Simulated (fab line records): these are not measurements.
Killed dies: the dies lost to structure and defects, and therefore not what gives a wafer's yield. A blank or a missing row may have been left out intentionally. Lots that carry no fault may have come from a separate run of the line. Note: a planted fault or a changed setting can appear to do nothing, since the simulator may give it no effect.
Chamber matching || flow gf180mcu || cmp-01 running GF_V1_CMP_26: 3 sister chambers
The step polishes, stops on SiO2, t overpolish 15 s, target thk 0 nm. 6 wafers are shown with their chamber, then 6 later ones without.

WAFERS, EACH WITH ITS CHAMBER
{"wafer": "L470.2", "chamber": 1, "motor current A (A)": 10.4, "time to endpoint s (s)": 90}
{"wafer": "L475.1", "chamber": 1, "motor current A (A)": 10.3, "time to endpoint s (s)": 82}
{"wafer": "L475.3", "chamber": 3, "motor current A (A)": 10.4, "time to endpoint s (s)": 81}
{"wafer": "L475.6", "chamber": 3, "motor current A (A)": 10.4, "time to endpoint s (s)": 87}
{"wafer": "L480.3", "chamber": 2, "motor current A (A)": 12.3, "time to endpoint s (s)": 83}
{"wafer": "L480.5", "chamber": 2, "motor current A (A)": 11.2, "time to endpoint s (s)": 86}

WAFERS WITHOUT THEIR CHAMBER
{"wafer": "L480.6", "motor current A (A)": 10.3, "time to endpoint s (s)": 80}
{"wafer": "L483.1", "motor current A (A)": 10.5, "time to endpoint s (s)": 82}
{"wafer": "L483.3", "motor current A (A)": 10.1, "time to endpoint s (s)": 82}
{"wafer": "L483.5", "motor current A (A)": 10.4, "time to endpoint s (s)": 84}
{"wafer": "L487.1", "motor current A (A)": 10.2, "time to endpoint s (s)": 85}
{"wafer": "L487.4", "motor current A (A)": 10.6, "time to endpoint s (s)": 86}

CHAMBER TAKEN BY EACH
{"wafer": "L480.6", "from the rows above": "can't be placed: 3 or 1", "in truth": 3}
{"wafer": "L483.1", "from the rows above": "can't be placed: 3 or 1", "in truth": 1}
{"wafer": "L483.3", "from the rows above": "can't be placed: 3 or 1", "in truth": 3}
{"wafer": "L483.5", "from the rows above": "can't be placed: 3 or 1", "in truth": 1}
{"wafer": "L487.1", "from the rows above": "can't be placed: 1 or 3", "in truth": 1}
{"wafer": "L487.4", "from the rows above": "can't be placed: 1 or 3", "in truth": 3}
0 of 6 placed correctly. From these rows, 6 cannot be placed; in 6 the true chamber is one of the candidates. Number placed wrongly: 0.
How it was worked out, from the rows above alone: a wafer's distance from a chamber is the root of the sum, over the readings, of the square of ((its reading less the chamber's mean) divided by the reading's scatter). The wafer belongs to the nearest chamber; if the next one is less than 2 further off, it can't be placed. For every chamber, the mean is computed from those of its wafers that are shown. How the scatter is found: for the shown wafers, subtract from each reading the mean of its chamber, square and add these, divide the total by (wafers less chambers), then take the root.
